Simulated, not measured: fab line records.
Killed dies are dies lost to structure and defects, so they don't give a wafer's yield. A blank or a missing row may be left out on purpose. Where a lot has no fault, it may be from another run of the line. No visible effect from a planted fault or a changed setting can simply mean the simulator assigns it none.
Code-filled problem report in 8D (eight disciplines) form ; flow sky130 ; the parts of the form that need people (team, actions taken, sign-off) are left out

## 1. THE PROBLEM
Mean of heater_power_total_W at SKY_CAP2M_SOFTBAKE_08: 58.81 W across 6 wafers in 2 lots; on wafers with no fault it is 56.59 W (standard deviation 0.042). Measured from the usual mean, that is +53 standard deviations.
The step: time 60 s.
First observed at day 42 22:04: wafer L727.2, on litho_track-02. The record holds 18 wafers of 6 lots with a number at this step. By rule, "out" or "out of limits" means more than 4 standard deviations away from the usual mean. Any other wafer with a number is counted as sound.

## 2. WHAT THIS IS AND IS NOT
question;is;is not
which readings at this step;heater_power_total_W, plate_temp_C;-
which lots;L727, L728;L718, L719, L736, L738
which wafers of those lots;all that have a number;-
read on which tools;litho_track-02;litho_track-01, litho_track-04
when;from day 42 22:04;"up to then (6 sound wafers); but 6 sound wafers of L736, L738 came after"

## 3. THE SUSPECTS, EACH WITH WHAT RULES IT OUT
Counting: a tool at a process step up to the reading stays a suspect if it ran every lot that is out and no sound lot after the first of them.
- litho_track-02 at SKY_CAP2M_SOFTBAKE_08 (time 60 s): kept. It ran every lot that is out, first L727 (day 42 22:04), and no sound lot after that; its last sound lot up to then is L718 (day 39 23:10). Out on those wafers are its own readings of heater_power_total_W, plate_temp_C.
Remaining after the count: litho_track-02 at SKY_CAP2M_SOFTBAKE_08.

## 4. THE CAUSE (what the simulator had put in)
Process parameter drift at SKY_CAP2M_SOFTBAKE_08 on litho_track-02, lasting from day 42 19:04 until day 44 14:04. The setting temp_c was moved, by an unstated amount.
After counting, this tool was the only one left.

## 5. SEQUENCE OF EFFECTS, ordered by route
One row per reading whose mean, taken over the struck wafers that have a number, lies over 3 standard deviations from the usual. Readings are gone through only where the record gives a usual standard deviation; hours: the median, over the lots, of the time from a lot's start at the first step in this table giving one to that lot's start at this step; sigmas: the change measured in usual standard deviations.
hours;step;reading;usual;on struck wafers;change;sigmas
0;SKY_CAP2M_SOFTBAKE_08;heater_power_total_W;56.59 W;58.81;+2.22;+53
0;SKY_CAP2M_SOFTBAKE_08;plate_temp_C;89.98 C;92.53;+2.55;+18
Here are the process steps it includes:
- SKY_CAP2M_SOFTBAKE_08: time 60 s.
Later steps that measure or inspect, where all struck wafers having a row at the step show a number for every such reading and not one has moved that far: SKY_CAP2M_OVL_MEAS_12.

## 6. WHAT WOULD HAVE CAUGHT IT SOONER
In this record the first reading out of limits was taken at day 42 22:04, 3 hours after the fault began at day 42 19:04.
